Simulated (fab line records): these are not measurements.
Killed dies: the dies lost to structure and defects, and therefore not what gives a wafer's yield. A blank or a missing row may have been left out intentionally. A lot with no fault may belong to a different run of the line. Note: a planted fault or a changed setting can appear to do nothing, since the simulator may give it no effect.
fab line records    flow sky130
[record] lots = 6  wafers = 18  lastDay = 50
route steps=708 shown PWDE@54 NWELL@56 PAD_OPEN@708
lots untouched by any fault: they come from a run of this same line in which no faults occurred
startH: start of the lot's first displayed wafer, in hours after the record's first day    waitH: hours since the lot's step before    " unchanged from the row above    L1.1+2: one row covering several wafers at once    - either no value or no given start    * or withheld: withheld    < > ~ a bound
route shown NAME@n: NAME is a module with steps in the file, n the number in the route of the first one    usual: mean and standard deviation over wafers with no fault    same: alike in all rows    chamber/n: place in a boat    sites: per-site readings    _std_site: how widely they spread, as a standard deviation    _edge_site: mean of outer sites minus mean of inner sites    radiusMm: for every site, how far away it sits from the centre of the wafer    mask NAME#n: copy n    behind: the most recent tool/chamber to have shaped the wafer    hold: cause of the lot's hold/its duration in hours/its outcome    device: the n, p or np transistor that did not switch    end of line: tests run on the same wafers once the route is complete    a step without rows: its recipe alone    killed: not the wafer's yield, but the dies lost to structure and defects at the first sort    map: a wafer's dies, marking killed ones x, the rest . and places with no die _
set.NAME: the setting the step ran with; set.NAME@STEP: the setting that earlier step ran with    model.NAME: the simulator's own value behind a step, which no gauge read
lots at selected steps of the route; one table per step, one row per wafer
services: from which hour (startH, from the record's first day; less than 0 if before it) a tool's chamber was out of use, for how many hours, and why
[[steps]]
[step SKY_PWDE_STRIP_09]
[recipe] chemistry = O2/N2  powerW = 1400  pressureMtorr = 1500  platenTempC = withheld  o2FlowSccm = 3000  n2FlowSccm = 300  overashFraction = 0.5
[usual] drypumpMotorCurrentA = 5.8/0.62  oesProductAu = 0.723/0.0047  stripTimeToEndpointS = 36.91/0.1
[same] overashFraction = 0.5
lot.wafer  tool            chamber  startH  waitH  drypumpMotorCurrentA  oesProductAu  rfHoursCounterH  stripTimeToEndpointS
L700.1     plasmaAsher-04  0        66.49   0.1    6.6                   0.727         38               36.85
L700.2     "               1        "       "      6.1                   0.725         38               36.73
L700.6     "               0        "       "      6.6                   0.728         -                36.80
L701.1     plasmaAsher-03  0        76.79   0.1    5.1                   0.724         39               36.88
L701.2     "               1        "       "      5.5                   0.716         39               36.88
L701.3     "               1        "       "      5.5                   0.722         -                36.83
L705.2     plasmaAsher-02  1        98.15   0.1    6.7                   0.718         41               36.87
L705.4     "               1        "       "      6.7                   0.723         -                36.91
L705.6     "               1        "       "      6.7                   0.723         -                36.79
L707.3     plasmaAsher-02  0        107.13  0.1    5.5                   0.729         -                36.84
L707.5     "               1        "       "      6.7                   0.717         -                36.85
L707.6     "               0        "       "      5.5                   0.719         -                36.86
L716.2     plasmaAsher-03  1        159.35  0.1    5.5                   0.718         48               37.02
L716.3     "               1        "       "      5.5                   0.718         -                36.92
L716.5     "               0        "       "      5.1                   0.723         -                37.08
L722.1     plasmaAsher-02  1        194.65  0.1    6.7                   0.725         51               37.02
L722.4     "               1        "       "      6.7                   0.728         -                37.03
L722.6     "               0        "       "      5.5                   0.718         -                37.08
[step SKY_PWDE_TW_MEAS_10]
[usual] PWDE_TW = 368/3.2
lot.wafer  tool          chamber  startH  waitH  PWDE_TW
L700.1     filmMetro-04  -        66.59   0.1    374
L700.2     "             -        "       "      373
L700.6     "             -        "       "      371
L701.1     filmMetro-02  -        76.89   0.1    370
L701.2     "             -        "       "      369
L701.3     "             -        "       "      367
L705.2     filmMetro-04  -        98.26   0.1    372
L705.4     "             -        "       "      373
L705.6     "             -        "       "      372
L707.3     filmMetro-04  -        107.21  0.1    371
L707.5     "             -        "       "      372
L707.6     "             -        "       "      371
L716.2     filmMetro-02  -        159.46  0.1    367
L716.3     "             -        "       "      367
L716.5     "             -        "       "      367
L722.1     filmMetro-02  -        194.75  0.1    369
L722.4     "             -        "       "      366
L722.6     "             -        "       "      369
[step SKY_NWELL_DEHYDRATE_03]
[recipe] tempC = 200  timeS = 60
[step SKY_NWELL_HMDS_04]
[recipe] primeTimeS = 60  primeTempC = 120
[step SKY_NWELL_COAT_05]
[recipe] spinRpm = 2000  resistThkNm = 3000
[step SKY_NWELL_SOFTBAKE_06]
[recipe] tempC = 110  timeS = withheld
[step SKY_NWELL_EXPOSE_07]
[recipe] maskId = NWM  na = 0.6  sourceShape = conventional  sigmaOuter = 0.6  polarization = unpolarized  targetCdNm = 840  doseMj = 255
[step SKY_NWELL_PEB_08]
[recipe] tempC = 115  timeS = withheld
[step SKY_NWELL_DEVELOP_09]
[recipe] wallAngleDeg = 90  developer = TMAH  developTimeS = 60  devTempC = 23
[step SKY_NWELL_OVL_MEAS_10]
[usual] NWELL_00_OVL = -1.7/1.4
lot.wafer  tool        chamber  startH  waitH  NWELL_00_OVL[nm]
L700.1     overlay-01  -        82.57   -      -1.0
L700.2     "           -        "       "      0.2
L700.6     "           -        "       "      -0.8
L701.1     overlay-01  -        94.32   -      0.2
L701.2     "           -        "       "      0.0
L701.3     "           -        "       "      0.0
L705.2     overlay-01  -        115.92  -      -2.0
L705.4     "           -        "       "      -1.2
L705.6     "           -        "       "      -1.2
L707.3     overlay-01  -        125.43  -      -2.4
L707.5     "           -        "       "      -1.4
L707.6     "           -        "       "      -2.8
L716.2     overlay-02  -        179.72  -      0.3
L716.3     "           -        "       "      -2.3
L716.5     "           -        "       "      -0.6
L722.1     overlay-02  -        216.82  -      -3.2
L722.4     "           -        "       "      -1.0
L722.6     "           -        "       "      -2.7
[step SKY_NWELL_IMPLANT_11]
[recipe] species = P  energyKev = 392.7  doseCm2 = 1.9e+13  tiltDeg = withheld
[step SKY_NWELL_IMPLANT_12]
[recipe] species = P  energyKev = 120  doseCm2 = 1.3e+12  tiltDeg = withheld
[step SKY_NWELL_IMPLANT_13]
[recipe] species = P  energyKev = 50  doseCm2 = 7e+11  tiltDeg = withheld
[usual] doseIonsCm2 = 7.001e+11/7.8e+08  faradayCurrentUA = 3.94/0.077
lot.wafer  tool          chamber  startH  waitH  doseIonsCm2  faradayCurrentUA
L700.1     implanter-01  0        82.90   0.1    6.991e+11    3.82
L700.2     "             0        "       "      7.006e+11    3.92
L700.6     "             0        "       "      7.001e+11    3.86
L701.1     implanter-03  0        94.65   0.1    6.989e+11    3.93
L701.2     "             0        "       "      7e+11        4.07
L701.3     "             0        "       "      6.999e+11    3.95
L705.2     implanter-01  0        116.28  0.1    4.875e+11    2.82
L705.4     "             0        "       "      4.888e+11    2.77
L705.6     "             0        "       "      4.879e+11    2.76
L707.3     implanter-01  0        125.80  0.1    4.88e+11     2.84
L707.5     "             0        "       "      4.879e+11    2.82
L707.6     "             0        "       "      4.867e+11    2.61
L716.2     implanter-04  0        180.08  0.1    6.999e+11    3.99
L716.3     "             0        "       "      6.992e+11    4.02
L716.5     "             0        "       "      6.99e+11     3.93
L722.1     implanter-03  0        217.15  0.1    6.982e+11    3.96
L722.4     "             0        "       "      6.993e+11    3.90
L722.6     "             0        "       "      6.993e+11    3.94
[step SKY_NWELL_STRIP_14]
[recipe] chemistry = O2/N2  powerW = 1400  pressureMtorr = 1500  platenTempC = withheld  o2FlowSccm = 3000  n2FlowSccm = 300  overashFraction = 0.5
[usual] drypumpMotorCurrentA = 5.3/0.35  oesProductAu = 0.722/0.0042  stripTimeToEndpointS = 36.89/0.1
[same] overashFraction = 0.5
lot.wafer  tool            chamber  startH  waitH  drypumpMotorCurrentA  oesProductAu  rfHoursCounterH  stripTimeToEndpointS
L700.1     plasmaAsher-01  0        83.05   0.1    5.4                   0.727         27               37.04
L700.2     "               1        "       "      5.0                   0.733         27               36.90
L700.6     "               0        "       "      5.4                   0.727         -                36.92
L701.1     plasmaAsher-03  0        94.80   0.1    5.1                   0.717         41               36.83
L701.2     "               1        "       "      5.5                   0.728         41               36.96
L701.3     "               1        "       "      5.5                   0.728         -                36.78
L705.2     plasmaAsher-01  1        116.40  0.1    5.0                   0.723         31               36.99
L705.4     "               0        "       "      5.4                   0.711         -                36.99
L705.6     "               0        "       "      5.4                   0.722         -                36.97
L707.3     plasmaAsher-03  0        125.94  0.1    5.1                   0.717         -                36.85
L707.5     "               1        "       "      5.5                   0.727         -                36.96
L707.6     "               0        "       "      5.1                   0.709         -                36.83
L716.2     plasmaAsher-03  0        180.20  0.1    5.1                   0.729         51               37.09
L716.3     "               0        "       "      5.1                   0.723         -                37.05
L716.5     "               0        "       "      5.1                   0.724         -                36.99
L722.1     plasmaAsher-03  1        217.30  0.1    5.5                   0.720         54               37.03
L722.4     "               1        "       "      5.5                   0.729         -                37.05
L722.6     "               1        "       "      5.5                   0.721         -                36.92
[step SKY_NWELL_TW_MEAS_15]
[usual] NWELL_TW = 1795/14
lot.wafer  tool          chamber  startH  waitH  NWELL_TW
L700.1     filmMetro-04  -        83.15   0.1    1813
L700.2     "             -        "       "      1814
L700.6     "             -        "       "      1806
L701.1     filmMetro-02  -        94.90   0.1    1796
L701.2     "             -        "       "      1787
L701.3     "             -        "       "      1805
L705.2     filmMetro-04  -        116.51  0.1    1811
L705.4     "             -        "       "      1806
L705.6     "             -        "       "      1811
L707.3     filmMetro-02  -        126.02  0.1    1804
L707.5     "             -        "       "      1782
L707.6     "             -        "       "      1790
L716.2     filmMetro-02  -        180.31  0.1    1799
L716.3     "             -        "       "      1804
L716.5     "             -        "       "      1800
L722.1     filmMetro-02  -        217.40  0.1    1790
L722.4     "             -        "       "      1793
L722.6     "             -        "       "      1803
[step SKY_NWELL_DEHYDRATE_16]
[recipe] tempC = 200  timeS = 60
[step SKY_NWELL_HMDS_17]
[recipe] primeTimeS = 60  primeTempC = 120
[step SKY_NWELL_COAT_18]
[recipe] spinRpm = 2000  resistThkNm = 3000
[step SKY_NWELL_SOFTBAKE_19]
[recipe] tempC = 110  timeS = withheld
[step SKY_NWELL_EXPOSE_20]
[recipe] maskId = NWM_COMPLEMENT  na = 0.6  sourceShape = conventional  sigmaOuter = 0.6  polarization = unpolarized  targetCdNm = 840  doseMj = 260
[step SKY_NWELL_PEB_21]
[recipe] tempC = 115  timeS = withheld
[step SKY_NWELL_DEVELOP_22]
[recipe] wallAngleDeg = 90  developer = TMAH  developTimeS = 60  devTempC = 23
[step SKY_NWELL_OVL_MEAS_23]
[usual] NWELL_01_OVL = -0.9/1.4
lot.wafer  tool        chamber  startH  waitH  NWELL_01_OVL[nm]
L700.1     overlay-01  -        100.67  -      0.1
L700.2     "           -        "       "      0.5
L700.6     "           -        "       "      -1.0
L701.1     overlay-02  -        112.77  -      0.6
L701.2     "           -        "       "      0.0
L701.3     "           -        "       "      1.2
L705.2     overlay-01  -        134.87  -      -0.3
L705.4     "           -        "       "      -0.7
L705.6     "           -        "       "      -1.1
L707.3     overlay-02  -        144.23  -      -1.9
L707.5     "           -        "       "      -2.2
L707.6     "           -        "       "      -1.3
L716.2     overlay-02  -        201.73  -      -0.4
L716.3     "           -        "       "      -1.5
L716.5     "           -        "       "      -0.6
L722.1     overlay-02  -        240.12  -      -2.2
L722.4     "           -        "       "      -2.3
L722.6     "           -        "       "      -2.8
[step SKY_NWELL_IMPLANT_24]
[recipe] species = B  energyKev = 140  doseCm2 = 9.2e+12  tiltDeg = withheld
[step SKY_NWELL_STRIP_25]
[recipe] chemistry = O2/N2  powerW = 1400  pressureMtorr = 1500  platenTempC = withheld  o2FlowSccm = 3000  n2FlowSccm = 300  overashFraction = 0.5
[usual] drypumpMotorCurrentA = 5.6/0.63  oesProductAu = 0.723/0.0042  stripTimeToEndpointS = 36.92/0.11
[same] overashFraction = 0.5
lot.wafer  tool            chamber  startH  waitH  drypumpMotorCurrentA  oesProductAu  rfHoursCounterH  stripTimeToEndpointS
L700.1     plasmaAsher-02  1        100.85  0.1    6.7                   0.721         41               37.04
L700.2     "               0        "       "      5.5                   0.721         41               37.03
L700.6     "               0        "       "      5.5                   0.720         -                37.03
L701.1     plasmaAsher-03  0        112.95  0.1    5.1                   0.720         43               36.74
L701.2     "               1        "       "      5.6                   0.723         43               36.76
L701.3     "               0        "       "      5.1                   0.725         -                36.79
L705.2     plasmaAsher-03  0        135.05  0.1    5.0                   0.718         46               37.04
L705.4     "               1        "       "      5.5                   0.720         -                37.03
L705.6     "               0        "       "      5.1                   0.724         -                36.94
L707.3     plasmaAsher-01  0        144.43  0.1    5.4                   0.732         -                36.76
L707.5     "               0        "       "      5.4                   0.722         -                36.85
L707.6     "               1        "       "      5.0                   0.718         -                36.80
L716.2     plasmaAsher-01  1        201.91  0.1    5.0                   0.721         39               37.03
L716.3     "               0        "       "      5.4                   0.723         -                37.01
L716.5     "               1        "       "      5.0                   0.727         -                36.97
L722.1     plasmaAsher-01  0        240.30  0.1    5.4                   0.723         43               36.74
L722.4     "               0        "       "      5.4                   0.724         -                36.84
L722.6     "               1        "       "      5.0                   0.721         -                36.85
[step SKY_NWELL_TW_MEAS_26]
[usual] NWELL_2_TW = 491/4
lot.wafer  tool          chamber  startH  waitH  NWELL_2_TW
L700.1     filmMetro-04  -        100.95  0.1    500
L700.2     "             -        "       "      497
L700.6     "             -        "       "      498
L701.1     filmMetro-04  -        113.05  0.1    494
L701.2     "             -        "       "      498
L701.3     "             -        "       "      496
L705.2     filmMetro-02  -        135.16  0.1    489
L705.4     "             -        "       "      490
L705.6     "             -        "       "      491
L707.3     filmMetro-04  -        144.52  0.1    495
L707.5     "             -        "       "      495
L707.6     "             -        "       "      494
L716.2     filmMetro-02  -        202.02  0.1    491
L716.3     "             -        "       "      492
L716.5     "             -        "       "      490
L722.1     filmMetro-03  -        240.40  0.1    484
L722.4     "             -        "       "      485
L722.6     "             -        "       "      484
[step SKY_NWELL_CLEAN_27]
[recipe] chemistry = SC1/SC2  mix = 1:4:20  tempC = 70  timeS = 150  dry = n2Spin
[step SKY_NWELL_RTA_28]
[recipe] tempC = 1050  timeS = 30  idleTempC = 650  rampUpCPerS = 150  rampDownCPerS = 90  ambient = N2
[usual] lampPowerPct = 25.31/0.045  wafer_temp_C_max = 1054.8/0.88
lot.wafer  tool          chamber  startH  waitH  lampPowerPct  wafer_temp_C_max
L700.1     rtpAnneal-02  0        101.07  0.0    25.29         1055.6
L700.2     "             0        "       "      25.34         1055.0
L700.6     "             0        "       "      25.25         1055.4
L701.1     rtpAnneal-01  0        113.16  0.0    25.31         1054.6
L701.2     "             0        "       "      25.34         1054.9
L701.3     "             0        "       "      25.22         1055.3
L705.2     rtpAnneal-01  0        135.28  0.0    25.29         1054.1
L705.4     "             0        "       "      25.33         1055.6
L705.6     "             0        "       "      25.28         1055.2
L707.3     rtpAnneal-01  0        144.65  0.0    25.29         1053.7
L707.5     "             0        "       "      25.28         1054.8
L707.6     "             0        "       "      25.31         1054.3
L716.2     rtpAnneal-01  0        202.16  0.0    25.33         1058.7
L716.3     "             0        "       "      25.29         1054.3
L716.5     "             0        "       "      25.24         1054.8
L722.1     rtpAnneal-02  0        240.51  0.0    25.30         1057.2
L722.4     "             0        "       "      25.37         1053.4
L722.6     "             0        "       "      25.23         1055.2
[step SKY_NWELL_RS_MEAS_29]
[recipe] thkMeasGauge = four-point-probe
[usual] NWELL_RS = 628.1/1.6
lot.wafer  tool          chamber  startH  waitH  hold                     NWELL_RS[ohm/sq]
L700.1     filmMetro-04  -        101.21  0.1    -                        628.1
L700.2     "             -        "       "      -                        628.4
L700.6     "             -        "       "      -                        629.0
L701.1     filmMetro-02  -        113.26  0.1    -                        627.1
L701.2     "             -        "       "      -                        628.5
L701.3     "             -        "       "      -                        628.0
L705.2     filmMetro-03  -        135.38  0.1    awaitDispo/0.2h/release  635.3
L705.4     "             -        "       "      awaitDispo/0.2h/release  635.5
L705.6     "             -        "       "      awaitDispo/0.2h/release  634.6
L705.2     filmMetro-03  -        135.74  0.3    -                        635.3
L705.4     "             -        "       "      -                        635.5
L705.6     "             -        "       "      -                        634.7
L707.3     filmMetro-03  -        144.76  0.1    awaitDispo/0.2h/release  634.4
L707.5     "             -        "       "      awaitDispo/0.2h/release  633.5
L707.6     "             -        "       "      awaitDispo/0.2h/release  634.1
L707.3     filmMetro-03  -        145.12  0.3    -                        632.4
L707.5     "             -        "       "      -                        634.7
L707.6     "             -        "       "      -                        634.2
L716.2     filmMetro-03  -        202.34  0.2    -                        627.0
L716.3     "             -        "       "      -                        627.6
L716.5     "             -        "       "      -                        625.7
L722.1     filmMetro-04  -        240.61  0.1    -                        628.2
L722.4     "             -        "       "      -                        626.5
L722.6     "             -        "       "      -                        626.8
[step SKY_PAD_OPEN_PROBE_99]
[usual] killed_at_M0_to_M3 = 44/7.9  killed_at_M4_up = 3.1/2  killedAtContacts = 23/4.9  killedAtFrontEnd = 15/3.9  killedAtOther = 0.2/0.49  killedDies = 86/10  killedOpen = 47/7.1  killedShort = 39/7.1
[same] grossDies = 492  killedAtBackSide = 0
lot.wafer  tool       chamber  startH   waitH  killed_at_M0_to_M3  killed_at_M4_up  killedAtContacts  killedAtFrontEnd  killedAtOther  killedDies  killedOpen  killedShort  model.etest.nfet_16v.rOnOhmUm  model.etest.pfetG5v0d10v5.rOnOhmUm  model.etest.pfetG5v0d10v5.driveUaUm  model.etest.pfet_01v8_lvt.driveUaUm  model.etest.pfetG5v0d10v5.offLog10AUm  model.etest.pfet_01v8_lvt.offLog10AUm  model.etest.pfetG5v0d10v5.vtSatV  model.etest.pfet_16v.vtV
L700.1     prober-02  -        1071.58  0.1    56                  6                19                16                0              97          55          42           1.381e+04                      4713                                341.1                                168.2                                -12.96                                 -9.39                                  -0.676                            -1.131
L700.2     prober-02  -        1071.63  0.1    45                  4                22                18                0              89          51          38           1.378e+04                      4726                                341.4                                168.7                                -12.66                                 -9.359                                 -0.6417                           -1.135
L700.6     prober-02  -        1071.83  0.2    37                  1                19                23                0              80          52          28           1.381e+04                      4820                                340.5                                169.4                                -12.99                                 -9.246                                 -0.6651                           -1.126
L701.1     prober-01  -        1082.48  0.1    46                  2                28                18                2              96          53          41           1.426e+04                      4786                                340                                  174                                  -12.82                                 -8.985                                 -0.655                            -1.119
L701.2     prober-01  -        1082.53  0.1    54                  7                18                20                0              99          51          48           1.426e+04                      4830                                336.8                                176.8                                -12.73                                 -8.863                                 -0.6368                           -1.108
L701.3     prober-01  -        1082.58  0.2    50                  3                24                19                0              96          57          38           1.414e+04                      4775                                339.8                                172.9                                -12.7                                  -9.135                                 -0.6331                           -1.107
L705.2     prober-01  -        1110.49  0.1    39                  3                28                14                0              84          33          50           1.437e+04                      4706                                349.7                                176.6                                -11.7                                  -8.75                                  -0.5462                           -1.025
L705.4     prober-01  -        1110.59  0.2    33                  4                22                19                0              78          37          39           1.435e+04                      4698                                344                                  177.2                                -12.27                                 -8.652                                 -0.6138                           -1.029
L705.6     prober-01  -        1110.69  0.2    31                  0                24                18                1              74          33          41           1.417e+04                      4672                                347.8                                175.4                                -12.02                                 -8.689                                 -0.5685                           -1.027
L707.3     prober-01  -        1117.37  0.2    35                  5                29                19                0              88          40          48           1.428e+04                      4723                                343.7                                178.9                                -11.87                                 -8.556                                 -0.5722                           -1.026
L707.5     prober-01  -        1117.47  0.2    56                  1                24                10                0              91          54          37           1.449e+04                      4688                                341.7                                179.2                                -11.94                                 -8.475                                 -0.5605                           -1.012
L707.6     prober-01  -        1117.52  0.2    46                  3                26                10                0              85          42          43           1.417e+04                      4690                                343.8                                180                                  -11.82                                 -8.504                                 -0.5739                           -1.008
L716.2     prober-02  -        1168.57  0.1    38                  0                28                18                0              84          54          30           1.418e+04                      4780                                339.1                                169.8                                -12.71                                 -9.033                                 -0.656                            -1.114
L716.3     prober-02  -        1168.62  0.2    39                  4                17                15                0              75          40          35           1.406e+04                      4817                                332.9                                168.1                                -12.62                                 -9.037                                 -0.6465                           -1.102
L716.5     prober-02  -        1168.72  0.2    53                  6                25                16                0              100         54          46           1.395e+04                      4730                                342.9                                169.1                                -12.55                                 -9.051                                 -0.634                            -1.1
L722.1     prober-02  -        1195.55  0.1    47                  6                18                19                0              90          52          38           1.386e+04                      4695                                344.9                                171.9                                -12.65                                 -9.08                                  -0.6497                           -1.108
L722.4     prober-02  -        1195.70  0.2    36                  2                27                14                1              80          44          36           1.395e+04                      4732                                344.4                                173.2                                -12.61                                 -8.997                                 -0.6465                           -1.113
L722.6     prober-02  -        1195.80  0.2    47                  5                20                16                0              88          51          37           1.403e+04                      4725                                345.3                                173                                  -12.59                                 -9.05                                  -0.6555                           -1.111
// killed by level:class
L700.1 VIA1:geometricParticle:open=15 VIA3:geometricParticle:open=9 VIA2:geometricParticle:open=6 METAL2:geometricParticle:short=6 CONTACT:geometricParticle:short=5 FIELD_ISO:geometricParticle:short=4 LOCAL_INTERCONNECT:geometricParticle:short=4 METAL1:geometricParticle:short=4
L700.2 VIA2:geometricParticle:open=10 VIA1:geometricParticle:open=10 CONTACT:geometricParticle:open=6 VIA3:geometricParticle:open=6 FIELD_ISO:geometricParticle:short=5 POLY_GATE:geometricParticle:short=4 LI_CONTACT:geometricParticle:open=4 LOCAL_INTERCONNECT:geometricParticle:short=4
L700.6 FIELD_ISO:geometricParticle:open=13 CONTACT:geometricParticle:open=8 VIA1:geometricParticle:open=8 VIA3:geometricParticle:open=7 METAL1:geometricParticle:short=6 VIA2:geometricParticle:open=6 FIELD_ISO:geometricParticle:short=4 LI_CONTACT:geometricParticle:open=4
L701.1 VIA1:geometricParticle:open=10 VIA2:geometricParticle:open=10 LI_CONTACT:geometricParticle:open=8 CONTACT:geometricParticle:open=8 VIA3:geometricParticle:open=7 CONTACT:geometricParticle:short=6 METAL1:geometricParticle:short=6 FIELD_ISO:geometricParticle:short=5
L701.2 VIA1:geometricParticle:open=15 VIA3:geometricParticle:open=10 FIELD_ISO:geometricParticle:open=9 METAL1:geometricParticle:short=8 CONTACT:geometricParticle:open=7 VIA1:geometricParticle:short=6 LOCAL_INTERCONNECT:geometricParticle:short=5 METAL4:geometricParticle:short=5
L701.3 VIA1:geometricParticle:open=11 VIA3:geometricParticle:open=9 CONTACT:geometricParticle:open=7 VIA2:geometricParticle:open=7 CONTACT:geometricParticle:short=6 VIA1:geometricParticle:short=6 FIELD_ISO:geometricParticle:short=5 POLY_GATE:geometricParticle:open=5
L705.2 LOCAL_INTERCONNECT:geometricParticle:short=10 METAL2:geometricParticle:short=7 CONTACT:geometricParticle:short=6 CONTACT:geometricParticle:open=6 VIA1:geometricParticle:open=5 VIA1:geometricParticle:short=5 VIA2:geometricParticle:short=5 FIELD_ISO:geometricParticle:open=4
L705.4 VIA1:geometricParticle:open=9 CONTACT:geometricParticle:open=8 POLY_GATE:geometricParticle:short=6 VIA1:geometricParticle:short=6 METAL2:geometricParticle:short=5 SPACER:geometricParticle:open=4 LI_CONTACT:geometricParticle:open=4 LOCAL_INTERCONNECT:geometricParticle:short=4
L705.6 VIA1:geometricParticle:open=10 LOCAL_INTERCONNECT:geometricParticle:short=9 CONTACT:geometricParticle:short=8 FIELD_ISO:geometricParticle:short=6 CONTACT:geometricParticle:open=6 METAL2:geometricParticle:short=5 VIA3:geometricParticle:open=5 SPACER:geometricParticle:short=4
L707.3 CONTACT:geometricParticle:short=12 METAL2:geometricParticle:short=7 VIA1:geometricParticle:open=6 LI_CONTACT:geometricParticle:open=6 CONTACT:geometricParticle:open=6 VIA1:geometricParticle:short=6 FIELD_ISO:geometricParticle:short=5 LOCAL_INTERCONNECT:geometricParticle:short=5
L707.5 CONTACT:geometricParticle:open=13 METAL2:geometricParticle:short=10 VIA1:geometricParticle:open=9 VIA2:geometricParticle:open=8 LI_CONTACT:geometricParticle:open=7 VIA3:geometricParticle:open=6 FIELD_ISO:geometricParticle:short=5 METAL1:geometricParticle:short=5
L707.6 METAL2:geometricParticle:short=10 CONTACT:geometricParticle:open=9 LI_CONTACT:geometricParticle:open=8 METAL1:geometricParticle:short=7 VIA3:geometricParticle:open=7 VIA1:geometricParticle:short=5 VIA1:geometricParticle:open=5 FIELD_ISO:geometricParticle:short=4
L716.2 LI_CONTACT:geometricParticle:open=14 VIA1:geometricParticle:open=11 CONTACT:geometricParticle:open=9 METAL1:geometricParticle:short=7 FIELD_ISO:geometricParticle:short=5 POLY_GATE:geometricParticle:short=5 VIA1:geometricParticle:short=5 VIA2:geometricParticle:open=5
L716.3 VIA3:geometricParticle:open=11 VIA1:geometricParticle:open=6 CONTACT:geometricParticle:open=5 CONTACT:geometricParticle:short=5 FIELD_ISO:geometricParticle:short=4 VIA1:geometricParticle:short=4 FIELD_ISO:geometricParticle:open=3 POLY_GATE:geometricParticle:short=3
L716.5 VIA1:geometricParticle:open=13 LI_CONTACT:geometricParticle:open=9 VIA3:geometricParticle:open=8 CONTACT:geometricParticle:open=6 METAL4:geometricParticle:short=6 VIA2:geometricParticle:short=6 LI_CONTACT:geometricParticle:short=5 METAL1:geometricParticle:short=5
L722.1 VIA3:geometricParticle:open=10 VIA1:geometricParticle:open=9 VIA2:geometricParticle:open=7 VIA1:geometricParticle:short=6 METAL3:geometricParticle:open=6 FIELD_ISO:geometricParticle:open=5 LOCAL_INTERCONNECT:geometricParticle:short=5 CONTACT:geometricParticle:short=5
L722.4 CONTACT:geometricParticle:open=12 VIA1:geometricParticle:open=7 METAL1:geometricParticle:short=6 FIELD_ISO:geometricParticle:open=5 CONTACT:geometricParticle:short=5 METAL3:geometricParticle:short=5 METAL2:geometricParticle:short=5 VIA2:geometricParticle:open=5
L722.6 FIELD_ISO:geometricParticle:open=10 VIA1:geometricParticle:open=9 VIA2:geometricParticle:open=8 LI_CONTACT:geometricParticle:open=7 VIA3:geometricParticle:open=7 METAL2:geometricParticle:short=6 METAL3:geometricParticle:short=6 CONTACT:geometricParticle:open=5
[[services]]
tool            chamber  startH  hours  kind
plasmaAsher-04  -        46.68   0.6    repair
plasmaAsher-04  -        73.69   0.5    repair
plasmaAsher-02  -        81.77   1.3    repair
plasmaAsher-04  -        96.85   21.6   repair
rtpAnneal-02    -        108.63  0.6    pm
implanter-04    -        111.20  16.9   pm
plasmaAsher-04  -        118.45  9.0    pm
plasmaAsher-04  0        118.45  9.0    ventCycle
plasmaAsher-04  1        118.45  9.0    ventCycle
plasmaAsher-04  0        127.45  -      clean
plasmaAsher-04  1        127.45  -      clean
implanter-01    -        133.62  1.6    repair
implanter-04    -        134.32  3.9    pm
implanter-01    -        147.70  1.8    repair
plasmaAsher-03  -        168.11  0.9    repair
plasmaAsher-04  -        177.69  2.6    repair
implanter-01    -        194.71  5.2    repair
implanter-01    -        195.79  10.5   repair
implanter-03    -        210.03  4.1    pm
implanter-01    -        222.67  6.6    repair
[[key]]
[firstSign] step = SKY_NWELL_IMPLANT_13  reading = doseIonsCm2  direction = down  sigmas = 99+  usual = *  struck = *
[effect] step = SKY_NWELL_IMPLANT_13  reading = faradayCurrentUA  direction = down  sigmas = 15  usual = 3.94  struck = 2.77
[effect] step = SKY_NWELL_RS_MEAS_29  reading = visit  direction = added
[modelEffect] step = SKY_PAD_OPEN_PROBE_99  value = etest.nfet_16v.rOnOhmUm  without = 1.407e+04  struck = 1.43e+04
metAt SKY_NWELL_IMPLANT_13
struckWafers L705.2,L705.4,L705.6,L707.3,L707.5,L707.6
testerLeftOut L705,L707
onsetBetween 82.90 116.28
[fault] kind = processParameterDrift  tool = implanter-01  chamber = -  onsetH = 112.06  steps = SKY_NWELL_IMPLANT_13  channel = doseCm2  offset = *  shape = step  endH = 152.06  actsIn = *  stated = *
// testerLeftOut: of these lots the tester's yield and bins aren't shown, on N5 and GAA mostly nor the transistor test; their killed dies are dies lost to structure and defects alone, not to doping, threshold or leakage, so they don't give the yield
